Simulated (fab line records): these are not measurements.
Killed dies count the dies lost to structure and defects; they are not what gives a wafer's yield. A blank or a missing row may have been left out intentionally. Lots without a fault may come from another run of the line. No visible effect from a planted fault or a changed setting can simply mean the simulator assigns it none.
fab line records	flow gf180mcu
record lots=13	wafers=39	lastDay=34
route steps=602 shown HV_LDD@204 CONTACT@288
lots that met no fault: from a run of the same line without faults
startH: hours from the record's first day to the start of the lot's first wafer shown	waitH: hours elapsed since this lot's preceding step	" same as the row above	L1.1+2: a single row standing in for several wafers	- no value, or no start was given	* or withheld: withheld	< > ~ a bound
route shown NAME@n: names a module that has steps shown in the file, with the first one's number in the route	usual: average and standard deviation across the fault-free wafers	same: alike in all rows	chamber/n: place in a boat	sites: per-site readings	_std_site: the standard deviation of these	_edge_site: the outer-site mean with the inner-site mean subtracted	radiusMm: how far each site lies from the wafer's centre	mask NAME#n: copy n	behind: the most recent tool/chamber to have shaped the wafer	hold: why the lot was held/for how many hours/how that ended	device: the n, p or np transistor that did not switch	end of line: at the end of the route, the tests of the same wafers	a step with no rows: only its recipe	killed: dies lost to structure and defects at the first sort, not the wafer's yield	map: dies across one wafer; x = killed, . = not, _ = none there
set.NAME: the setting that was run; set.NAME@STEP: the one run at that earlier step	model.NAME: the simulator's own value behind a step, which no gauge read
a sample of lots followed through the steps of the route, with each step as a table and each wafer as a row
services: from which hour (startH, from the record's first day; less than 0 if before it) a tool's chamber was out of use, for how many hours, and why
## steps
# step GF_HV_LDD_EXPOSE_28
# recipe maskId=Nplus_HV_AREA	targetCdNm=400	na=0.6	sourceShape=conventional	sigmaOuter=0.6	doseMj=140
# usual exposureDoseMJCm2=140.03/0.15	focusOffsetNm=0.0/0.58
# same na=0.6
lot.wafer	tool	chamber	startH	waitH	mask	exposureDoseMJCm2	focusOffsetNm
L130.3	ilineStepper-02	0	255.11	-	Nplus_HV_AREA#0	140.17	-0.8
L130.4	"	0	"	"	Nplus_HV_AREA#0	140.15	-0.2
L130.6	"	0	"	"	Nplus_HV_AREA#0	140.43	-0.2
L131.1	ilineStepper-02	0	257.38	-	Nplus_HV_AREA#0	140.19	-0.1
L131.2	"	0	"	"	Nplus_HV_AREA#0	139.99	-0.5
L131.5	"	0	"	"	Nplus_HV_AREA#0	140.01	-0.2
L132.2	ilineStepper-02	0	268.40	-	Nplus_HV_AREA#0	140.02	0.0
L132.5	"	0	"	"	Nplus_HV_AREA#0	140.01	0.3
L132.6	"	0	"	"	Nplus_HV_AREA#0	140.11	0.4
L133.2	ilineStepper-01	0	273.34	-	Nplus_HV_AREA#0	140.11	0.8
L133.3	"	0	"	"	Nplus_HV_AREA#0	140.09	-0.1
L133.5	"	0	"	"	Nplus_HV_AREA#0	140.04	1.9
L134.1	ilineStepper-02	0	278.35	-	Nplus_HV_AREA#0	140.10	-0.3
L134.4	"	0	"	"	Nplus_HV_AREA#0	140.01	-0.2
L134.6	"	0	"	"	Nplus_HV_AREA#0	140.04	-0.2
L135.3	ilineStepper-02	0	280.13	-	Nplus_HV_AREA#0	139.76	-0.5
L135.4	"	0	"	"	Nplus_HV_AREA#0	140.06	-0.9
L135.5	"	0	"	"	Nplus_HV_AREA#0	139.67	0.0
L136.1	ilineStepper-01	0	290.20	-	Nplus_HV_AREA#0	140.02	0.3
L136.5	"	0	"	"	Nplus_HV_AREA#0	139.88	0.1
L136.6	"	0	"	"	Nplus_HV_AREA#0	139.90	-0.6
L137.2	ilineStepper-01	0	296.69	-	Nplus_HV_AREA#0	139.91	-0.7
L137.3	"	0	"	"	Nplus_HV_AREA#0	140.28	0.3
L137.4	"	0	"	"	Nplus_HV_AREA#0	140.14	0.2
L138.3	ilineStepper-01	0	307.53	-	Nplus_HV_AREA#0	140.02	0.3
L138.4	"	0	"	"	Nplus_HV_AREA#0	139.87	0.6
L138.5	"	0	"	"	Nplus_HV_AREA#0	140.03	0.6
L147.1	ilineStepper-02	0	373.67	-	Nplus_HV_AREA#0	153.45	0.1
L147.2	"	0	"	"	Nplus_HV_AREA#0	153.42	-0.4
L147.3	"	0	"	"	Nplus_HV_AREA#0	153.46	0.0
L149.2	ilineStepper-02	0	395.59	-	Nplus_HV_AREA#0	153.65	-0.8
L149.3	"	0	"	"	Nplus_HV_AREA#0	153.72	0.8
L149.5	"	0	"	"	Nplus_HV_AREA#0	153.59	-0.7
L152.2	ilineStepper-01	0	415.82	-	Nplus_HV_AREA#0	140.09	-0.6
L152.3	"	0	"	"	Nplus_HV_AREA#0	140.01	0.1
L152.6	"	0	"	"	Nplus_HV_AREA#0	140.04	-0.8
L153.1	ilineStepper-01	0	421.63	-	Nplus_HV_AREA#0	140.07	0.4
L153.2	"	0	"	"	Nplus_HV_AREA#0	140.09	-0.3
L153.5	"	0	"	"	Nplus_HV_AREA#0	140.15	0.1
# step GF_HV_LDD_CD_MEAS_31
# recipe targetCdNm=400
# usual cdNm=400.2/2.4
lot.wafer	tool	chamber	startH	waitH	cdNm
L130.3	cdSem-01	-	264.07	0.1	401.5
L130.4	"	-	"	"	401.4
L130.6	"	-	"	"	402.0
L131.1	cdSem-01	-	266.47	0.1	398.4
L131.2	"	-	"	"	397.8
L131.5	"	-	"	"	397.7
L132.2	cdSem-01	-	278.40	0.1	402.1
L132.5	"	-	"	"	399.9
L132.6	"	-	"	"	400.8
L133.2	cdSem-02	-	283.54	0.1	404.0
L133.3	"	-	"	"	404.0
L133.5	"	-	"	"	405.4
L134.1	cdSem-01	-	287.64	0.1	401.0
L134.4	"	-	"	"	401.3
L134.6	"	-	"	"	402.6
L135.3	cdSem-02	-	289.86	0.1	399.2
L135.4	"	-	"	"	399.5
L135.5	"	-	"	"	398.1
L136.1	cdSem-02	-	300.22	0.1	399.5
L136.5	"	-	"	"	399.6
L136.6	"	-	"	"	397.6
L137.2	cdSem-02	-	306.56	0.1	399.4
L137.3	"	-	"	"	397.5
L137.4	"	-	"	"	399.3
L138.3	cdSem-01	-	317.33	0.1	397.0
L138.4	"	-	"	"	397.0
L138.5	"	-	"	"	395.9
L147.1	cdSem-01	-	385.23	0.1	431.0
L147.2	"	-	"	"	429.4
L147.3	"	-	"	"	430.5
L149.2	cdSem-02	-	406.80	0.1	427.9
L149.3	"	-	"	"	427.8
L149.5	"	-	"	"	425.5
L152.2	cdSem-01	-	427.60	0.1	397.0
L152.3	"	-	"	"	396.8
L152.6	"	-	"	"	397.2
L153.1	cdSem-01	-	433.78	0.1	401.8
L153.2	"	-	"	"	403.2
L153.5	"	-	"	"	398.8
# step GF_CONTACT_THK_MEAS_01
# recipe reads=SiO2_of_CONTACT_CVD_00
# usual CONTACT_CVD_00_THK=299.9/2.3
lot.wafer	tool	chamber	startH	waitH	CONTACT_CVD_00_THK[nm]
L130.3	filmMetro-04	-	353.48	0.0	301.8
L130.4	"	-	"	"	300.2
L130.6	"	-	"	"	300.7
L131.1	filmMetro-01	-	354.38	0.0	303.6
L131.2	"	-	"	"	299.7
L131.5	"	-	"	"	297.2
L132.2	filmMetro-01	-	365.96	0.0	299.2
L132.5	"	-	"	"	297.1
L132.6	"	-	"	"	301.5
L133.2	filmMetro-04	-	373.02	0.0	299.7
L133.3	"	-	"	"	300.7
L133.5	"	-	"	"	294.9
L134.1	filmMetro-01	-	378.48	0.0	298.0
L134.4	"	-	"	"	300.2
L134.6	"	-	"	"	306.3
L135.3	filmMetro-01	-	380.32	0.0	299.6
L135.4	"	-	"	"	300.9
L135.5	"	-	"	"	297.6
L136.1	filmMetro-02	-	392.78	0.0	303.3
L136.5	"	-	"	"	304.6
L136.6	"	-	"	"	305.8
L137.2	filmMetro-01	-	399.05	0.0	299.4
L137.3	"	-	"	"	303.2
L137.4	"	-	"	"	300.1
L138.3	filmMetro-04	-	412.43	0.0	299.8
L138.4	"	-	"	"	301.4
L138.5	"	-	"	"	301.7
L147.1	filmMetro-04	-	488.31	0.0	298.4
L147.2	"	-	"	"	299.8
L147.3	"	-	"	"	299.6
L149.2	filmMetro-01	-	510.08	0.0	298.8
L149.3	"	-	"	"	299.4
L149.5	"	-	"	"	302.4
L152.2	filmMetro-02	-	529.04	0.0	298.1
L152.3	"	-	"	"	296.4
L152.6	"	-	"	"	298.8
L153.1	filmMetro-02	-	536.37	0.0	297.8
L153.2	"	-	"	"	300.5
L153.5	"	-	"	"	298.4
# step GF_CONTACT_THK_MEAS_03
# recipe reads=SiO2_of_CONTACT_CVD_02
# usual CONTACT_CVD_02_THK=861/10
lot.wafer	tool	chamber	startH	waitH	CONTACT_CVD_02_THK[nm]
L130.3	filmMetro-04	-	353.61	0.1	867
L130.4	"	-	"	"	872
L130.6	"	-	"	"	866
L131.1	filmMetro-04	-	354.51	0.0	865
L131.2	"	-	"	"	859
L131.5	"	-	"	"	866
L132.2	filmMetro-02	-	366.09	0.0	842
L132.5	"	-	"	"	857
L132.6	"	-	"	"	860
L133.2	filmMetro-01	-	373.15	0.0	855
L133.3	"	-	"	"	851
L133.5	"	-	"	"	879
L134.1	filmMetro-01	-	378.61	0.0	854
L134.4	"	-	"	"	867
L134.6	"	-	"	"	867
L135.3	filmMetro-04	-	380.45	0.1	855
L135.4	"	-	"	"	860
L135.5	"	-	"	"	872
L136.1	filmMetro-02	-	392.95	0.1	849
L136.5	"	-	"	"	850
L136.6	"	-	"	"	860
L137.2	filmMetro-04	-	399.18	0.0	863
L137.3	"	-	"	"	856
L137.4	"	-	"	"	869
L138.3	filmMetro-04	-	412.56	0.1	868
L138.4	"	-	"	"	861
L138.5	"	-	"	"	868
L147.1	filmMetro-04	-	488.44	0.0	863
L147.2	"	-	"	"	876
L147.3	"	-	"	"	868
L149.2	filmMetro-02	-	510.21	0.0	847
L149.3	"	-	"	"	849
L149.5	"	-	"	"	863
L152.2	filmMetro-01	-	529.17	0.0	839
L152.3	"	-	"	"	847
L152.6	"	-	"	"	856
L153.1	filmMetro-01	-	536.50	0.0	852
L153.2	"	-	"	"	845
L153.5	"	-	"	"	853
# step GF_CONTACT_SPUTTER_22
# recipe material=Ti	targetThkNm=15	chamberPressurePa=5	powerW=2500	substrateTempC=200	timeS=80.02
# usual chamberPressurePa=5.002/0.0095	substrateTempC=199.99/0.15	throttleValvePct=30.5/0.72
lot.wafer	tool	chamber	startH	waitH	chamberPressurePa	substrateTempC	throttleValvePct
L130.3	pvdSputter-04	-	377.33	0.0	5.009	199.86	31.4
L130.4	"	-	"	"	5.002	200.04	31.0
L130.6	"	-	"	"	5.012	200.04	30.9
L131.1	pvdSputter-02	-	377.67	0.0	5.015	200.08	31.0
L131.2	"	-	"	"	5.006	199.80	30.9
L131.5	"	-	"	"	5.005	199.81	31.0
L132.2	pvdSputter-01	-	389.76	0.0	4.991	199.85	29.5
L132.5	"	-	"	"	5.006	200.00	30.1
L132.6	"	-	"	"	5.007	200.26	29.3
L133.2	pvdSputter-04	-	396.77	0.0	5.013	200.11	31.3
L133.3	"	-	"	"	5.017	199.84	30.9
L133.5	"	-	"	"	5.009	199.98	31.4
L134.1	pvdSputter-01	-	402.59	0.0	4.994	199.92	29.6
L134.4	"	-	"	"	5.002	199.87	29.5
L134.6	"	-	"	"	4.988	199.75	29.4
L135.3	pvdSputter-04	-	404.14	0.0	4.999	199.79	30.9
L135.4	"	-	"	"	5.005	199.85	31.2
L135.5	"	-	"	"	4.990	200.18	31.4
L136.1	pvdSputter-02	-	417.41	0.0	4.994	199.90	31.1
L136.5	"	-	"	"	5.002	199.94	30.8
L136.6	"	-	"	"	4.985	200.01	30.2
L137.2	pvdSputter-01	-	424.24	0.0	5.008	199.61	29.5
L137.3	"	-	"	"	5.000	200.02	30.2
L137.4	"	-	"	"	5.002	199.86	29.4
L138.3	pvdSputter-02	-	437.94	0.0	5.000	200.09	31.2
L138.4	"	-	"	"	5.014	199.92	30.9
L138.5	"	-	"	"	4.997	200.16	31.1
L147.1	pvdSputter-01	-	513.40	0.0	5.009	199.82	30.4
L147.2	"	-	"	"	4.994	200.09	29.5
L147.3	"	-	"	"	4.999	200.19	29.2
L149.2	pvdSputter-01	-	534.53	0.0	5.017	199.77	29.4
L149.3	"	-	"	"	5.010	200.19	29.2
L149.5	"	-	"	"	4.998	200.05	29.4
L152.2	pvdSputter-04	-	552.95	0.0	4.988	200.10	31.1
L152.3	"	-	"	"	5.010	200.01	30.7
L152.6	"	-	"	"	5.016	200.21	31.0
L153.1	pvdSputter-02	-	559.75	0.0	5.002	200.11	31.1
L153.2	"	-	"	"	4.993	200.14	29.3
L153.5	"	-	"	"	5.002	199.96	31.4
## services
tool	chamber	startH	hours	kind
pvdSputter-04	-	247.28	46.3	repair
ilineStepper-01	-	252.84	9.2	repair
pvdSputter-04	-	260.81	5.1	repair
ilineStepper-01	-	262.58	1.7	pm
ilineStepper-01	-	284.26	5.1	repair
pvdSputter-02	-	290.24	3.3	repair
pvdSputter-04	-	317.86	5.9	repair
ilineStepper-02	0	319.85	-	calibration
ilineStepper-02	-	351.27	6.3	repair
pvdSputter-01	3	371.54	-	consumableReplace:kit
pvdSputter-01	3	371.54	18.0	scheduledDown
pvdSputter-01	3	371.54	18.0	ventCycle
pvdSputter-01	-	378.25	1.2	repair
ilineStepper-02	-	392.69	1.7	pm
ilineStepper-01	0	455.19	-	calibration
ilineStepper-02	-	466.44	7.4	repair
ilineStepper-01	-	480.76	1.7	pm
pvdSputter-01	-	490.14	5.4	repair
pvdSputter-02	-	509.83	4.9	repair
pvdSputter-02	-	516.48	3.0	repair
ilineStepper-02	0	527.12	-	calibration
ilineStepper-02	-	539.06	16.5	repair
pvdSputter-01	2	543.74	-	consumableReplace:kit
pvdSputter-01	2	543.74	18.0	scheduledDown
## key
firstSign step=GF_HV_LDD_EXPOSE_28	reading=exposureDoseMJCm2	direction=up	sigmas=93	usual=140.03	struck=153.55
effect step=GF_HV_LDD_CD_MEAS_31	reading=cdNm	direction=up	sigmas=12	usual=400.2	struck=428.7
metAt GF_HV_LDD_EXPOSE_28
struckLots L147,L149
testerLeftOut L147,L149
notActingAt GF_CONTACT_THK_MEAS_01,GF_CONTACT_THK_MEAS_03,GF_CONTACT_SPUTTER_22
onsetBetween 280.13 373.67
fault kind=processParameterDrift	tool=ilineStepper-02	chamber=-	onsetH=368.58	steps=GF_HV_LDD_EXPOSE_28	channel=doseMj	offset=13.608	shape=step	actsIn=theseRecipesOnly	stated=140
# testerLeftOut: of these lots the tester's yield and bins aren't shown, on N5 and GAA mostly nor the transistor test; their killed dies are dies lost to structure and defects alone, not to doping, threshold or leakage, so they don't give the yield
